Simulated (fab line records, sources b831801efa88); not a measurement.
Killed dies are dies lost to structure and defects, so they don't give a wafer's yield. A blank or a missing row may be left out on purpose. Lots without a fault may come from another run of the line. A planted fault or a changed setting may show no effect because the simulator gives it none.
A struck lot beside a sound one | flow gf180mcu | 17 steps out of a route of 602
Sound: wafers L948.4, L948.5, L948.6. Struck: wafers L950.1, L950.5, L950.6. The cause comes at the end.
At each step with rows: each side's tool, then ch and its chambers, then its first start. Under that, the readings that differ: sound wafers | struck wafers | difference of the means | sigmas: that difference in standard deviations of wafers without a fault.
alike: readings whose means differ by less than 2 such deviations, and words and numbers that are the same on both sides. not compared: withheld readings, readings that some wafer has no value for, bounds like >300 that may hide the same value, and numbers for which the record gives no deviation and whose values overlap.
The two part at a step that has a row with sigmas, a row that says differs or no value, or rows on one side only. Numbers that don't overlap but have no deviation are shown without sigmas and don't part them. A reading that every wafer of one side lacks parts them only if that side has two wafers or more.

first, 6 steps without rows for these wafers: GF_M1_HMDS_08 (prime time 60 s); GF_M1_COAT_09 (resist thk 1000 nm); GF_M1_SOFTBAKE_10 (time 60 s); GF_M1_EXPOSE_11 (exposes mask Metal1, target cd 230 nm); GF_M1_PEB_12 (peb time 90 s); GF_M1_DEVELOP_13 (develop time 60 s).
GF_M1_CD_MEAS_14: target cd 230 nm.
  sound on cd_sem-01, day 22 10:14; struck on cd_sem-01, day 22 04:06
  alike: cd_nm
GF_M1_OVL_MEAS_15:
  sound on overlay-02, day 22 10:19; struck on overlay-02, day 22 04:13
  alike: M1_OVL
GF_M1_METAL_ETCH_16: etches the open film in Cl2/BCl3, stops on SiO2, target depth 627.5 nm, time 104.6 s.
  sound on rie_metal-03 ch 0,1, day 22 10:22; struck on rie_metal-02 ch 1, day 22 04:16
  alike: chamber_pressure_mTorr, drypump_motor_current_A, oes_product_au, throttle_valve_pct
  not compared: rf_hours_counter_h
GF_M1_STRIP_17: strips in O2/N2.
  sound on plasma_asher-01 ch 0,1, day 22 10:29; struck on plasma_asher-01 ch 0,1, day 22 04:29
  alike: chamber_pressure_mTorr, drypump_motor_current_A, heater_power_w, oes_product_au, strip_time_to_endpoint_s
  not compared: rf_hours_counter_h
then, 2 steps without rows for these wafers: GF_M1_STRIP_18 (strips in post etch residue remover, time 1200 s); GF_M1_CLEAN_19 (cleans in DIW).
GF_V1_CVD_00: deposits SiO2, target thk 600 nm, time 100 s.
  sound on hdpcvd-01 ch 0,1,2, day 22 11:01; struck on hdpcvd-02 ch 0,1,2, day 22 05:01
  no value came back on the struck wafers for pressure_mtorr (mTorr), run_length_s (s); on the sound wafers pressure_mtorr (mTorr) reads 5.984 5.991 5.995
GF_V1_CVD_02: deposits SiO2 from TEOS, target thk 850 nm, time 94.851 s.
  sound on pecvd-04 ch 0,1,2, day 22 11:09; struck on pecvd-02 ch 0,1,2, day 22 05:09
  alike: heater_power_outer_w, heater_power_w
GF_V1_CMP_04: polishes SiO2.
  sound on cmp-01 ch 1,2, day 22 11:17; struck on cmp-02 ch 0,1,2, day 22 05:26
  reading                 | sound             | struck            | difference | sigmas
  edge_zone_pressure_frac | 1.009 1.007 1.003 | 0.989 0.992 0.990 | -0.016     | -3
  alike: head_pressure_psi, motor_current_A
GF_V1_BOW_MEAS_05:
  sound on film_metro-01, day 22 11:36; struck on film_metro-02, day 22 05:35
  reading     | sound    | struck   | difference | sigmas
  V1_BOW (um) | 85 90 88 | 48 52 60 | -34        | -5
then, 1 step without rows for these wafers: GF_V1_DEHYDRATE_06 (time 60 s).

WHERE THEY PART
First at GF_V1_CVD_00; last, within this record, at GF_V1_BOW_MEAS_05.

WHY: what the simulator had put in
Skipped step whole: hdpcvd-02, from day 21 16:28 on, at GF_V1_CVD_00. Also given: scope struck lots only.
